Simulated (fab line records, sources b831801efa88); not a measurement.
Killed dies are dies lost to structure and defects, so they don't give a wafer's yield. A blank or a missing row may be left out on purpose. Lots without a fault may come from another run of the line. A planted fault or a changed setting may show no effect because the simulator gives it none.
Problem report in the 8D (eight disciplines) form, filled by code | flow gf180mcu | the parts of the form that need people (team, actions taken, sign-off) are left out

1. THE PROBLEM
NWELL_RS at GF_VT_IMPLANT_RS_MEAS_47 reads a mean of 496.4 ohm/sq on 6 wafers of 2 lots; wafers without a fault read 487.5 ohm/sq with a standard deviation of 1.1. That is +8.0 standard deviations from the usual mean.
The step: measures by four-point-probe.
First seen on wafer L337.1, day 13 23:53, on film_metro-01. The record holds 39 wafers of 13 lots with a number at this step. Rule for "out", or "out of limits": more than 4 standard deviations from the usual mean. The other wafers with a number count as sound.

2. WHAT IT IS AND WHAT IT IS NOT
question                    | is                     | is not
which readings at this step | NWELL_RS               | -
which lots                  | L337, L338             | L315, L318, L319, L320, L321, L322, L323, L326, L327, L328, L329
which wafers of those lots  | all that have a number | -
read on which gauges        | film_metro-01          | film_metro-02, film_metro-04
when                        | from day 13 23:53      | up to then (33 sound wafers)

3. SUSPECTS, AND WHAT RULES EACH OUT
Counting: a tool at a process step up to the reading stays a suspect if it ran every lot that is out and no sound lot after the first of them.
- the gauge at GF_VT_IMPLANT_RS_MEAS_47: ruled out. All the wafers that are out were read on film_metro-01, but those of them that GF_NWELL_IMPLANT_09 has rows for are out there too, on other tools.
- implanter-04 at GF_NWELL_IMPLANT_09: kept. It ran every lot that is out, first L337 (day 8 12:19), and no sound lot after that; its last sound lot up to then is L328 (day 6 09:16). Its own readings are out on those wafers: dose_ions_cm2, faraday_current_uA.
Left after counting: implanter-04 at GF_NWELL_IMPLANT_09.

4. THE CAUSE (what the simulator had put in)
Process parameter drift: implanter-04, from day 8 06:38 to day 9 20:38, at GF_NWELL_IMPLANT_09. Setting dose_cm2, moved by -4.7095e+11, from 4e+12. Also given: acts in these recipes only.
Counting left only this tool.

5. THE CHAIN OF EFFECTS, in route order
Each row: a reading whose mean over the struck wafers that have a number lies more than 3 standard deviations from the usual. Only readings for which the record gives a usual standard deviation are gone through. hours: the time from each lot's start at the first step in this table that gives one to its start at this step, as a median over the lots. sigmas: the change in usual standard deviations.
hours | step                     | reading            | usual        | on struck wafers | change | sigmas
0     | GF_NWELL_IMPLANT_09      | dose_ions_cm2      | 4e+12        | 4e+12            | -5e+11 | -99 or more
0     | GF_NWELL_IMPLANT_09      | faraday_current_uA | 22.5         | 19.7             | -2.8   | -6.3
132   | GF_VT_IMPLANT_RS_MEAS_47 | NWELL_RS           | 487.5 ohm/sq | 496.4            | +8.9   | +8.0
The process steps in it:
- GF_NWELL_IMPLANT_09

6. WHAT WOULD HAVE CAUGHT IT SOONER
In this record the first reading out of limits at a measuring or inspecting step was taken at day 13 23:53, 137 hours after the fault began at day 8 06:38.
The tool's own readings at GF_NWELL_IMPLANT_09 were out on every struck wafer that the step has a row for (dose_ions_cm2, faraday_current_uA): an alarm limit on them would have fired on the first of those.
All the lots that are out (2) had begun GF_NWELL_IMPLANT_09 on implanter-04 by day 13 23:53. A hold on the tool at that time would have spared none of them.
